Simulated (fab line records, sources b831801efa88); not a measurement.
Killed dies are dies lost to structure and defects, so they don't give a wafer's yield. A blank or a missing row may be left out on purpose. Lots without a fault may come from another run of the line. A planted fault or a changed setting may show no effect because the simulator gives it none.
Which tool did it? | flow sky130 | 6 lots, 18 wafers sampled, at 1 step of a route of 708

WHAT THE GAUGES READ, wafer by wafer
SKY_VIA2_THK_MEAS_23: measures by xrf.
lot  | measured     | on            | VIA2_W_THK (nm)
L825 | day 36 21:16 | film_metro-03 | 396 394 397
L830 | day 38 05:00 | film_metro-03 | 383 382 389
L836 | day 40 13:40 | film_metro-03 | 385 386 385
L837 | day 41 02:55 | film_metro-03 | 387 388 379
L842 | day 42 10:56 | film_metro-04 | 391 389 389
L846 | day 43 01:03 | film_metro-01 | 395 398 388

WHICH TOOL RAN EACH LOT (tool, then ch and the chambers of the sampled wafers, then the start)
The record holds no process step before these readings.

THE ANSWER, worked out from the rows above alone
Rule: what is usual is taken from the lots themselves. Put in order of their means at a reading, lots are off if they are a third of the lots or fewer, leave a main group of 4 or more, and stand apart from it by a gap of 3 or more times the standard deviation of the main group's means; of several such gaps the widest counts. A main group whose means are all the same, to the digits that the tables above print for the reading, isn't used. A lot without any number at a reading at which 4 lots or more have one is off too. The other lots that the step has rows for count as sound.
No lot is off at any reading shown: from this, nothing can be told.

WHAT THE SIMULATOR HAD PUT IN
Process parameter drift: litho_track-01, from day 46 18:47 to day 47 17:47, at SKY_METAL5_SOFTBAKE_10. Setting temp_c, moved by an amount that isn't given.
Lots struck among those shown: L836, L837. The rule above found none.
